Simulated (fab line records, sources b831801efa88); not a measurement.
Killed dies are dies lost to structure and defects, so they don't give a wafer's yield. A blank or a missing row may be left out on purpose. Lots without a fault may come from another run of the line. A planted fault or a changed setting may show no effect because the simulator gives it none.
Which tool did it? | flow gf180mcu | 6 lots, 18 wafers sampled, at 1 step of a route of 602

WHAT THE GAUGES READ, wafer by wafer
GF_M2_OVL_MEAS_15.
lot  | measured     | on         | M2_OVL (nm)
L517 | day 19 13:49 | overlay-01 | -8 2 5
L522 | day 21 17:41 | overlay-02 | -1 4 0
L525 | day 23 01:10 | overlay-01 | -4 -5 -1
L527 | day 23 10:31 | overlay-01 | -5 -8 0
L537 | day 26 13:19 | overlay-01 | -9 -8 -2
L539 | day 27 02:25 | overlay-02 | -10 -5 -1

WHICH TOOL RAN EACH LOT (tool, then ch and the chambers of the sampled wafers, then the start)
The record holds no process step before these readings.

THE ANSWER, worked out from the rows above alone
Rule: what is usual is taken from the lots themselves. Put in order of their means at a reading, lots are off if they are a third of the lots or fewer, leave a main group of 4 or more, and stand apart from it by a gap of 3 or more times the standard deviation of the main group's means; of several such gaps the widest counts. A main group whose means are all the same, to the digits that the tables above print for the reading, isn't used. A lot without any number at a reading at which 4 lots or more have one is off too. The other lots that the step has rows for count as sound.
No lot is off at any reading shown: from this, nothing can be told.

WHAT THE SIMULATOR HAD PUT IN
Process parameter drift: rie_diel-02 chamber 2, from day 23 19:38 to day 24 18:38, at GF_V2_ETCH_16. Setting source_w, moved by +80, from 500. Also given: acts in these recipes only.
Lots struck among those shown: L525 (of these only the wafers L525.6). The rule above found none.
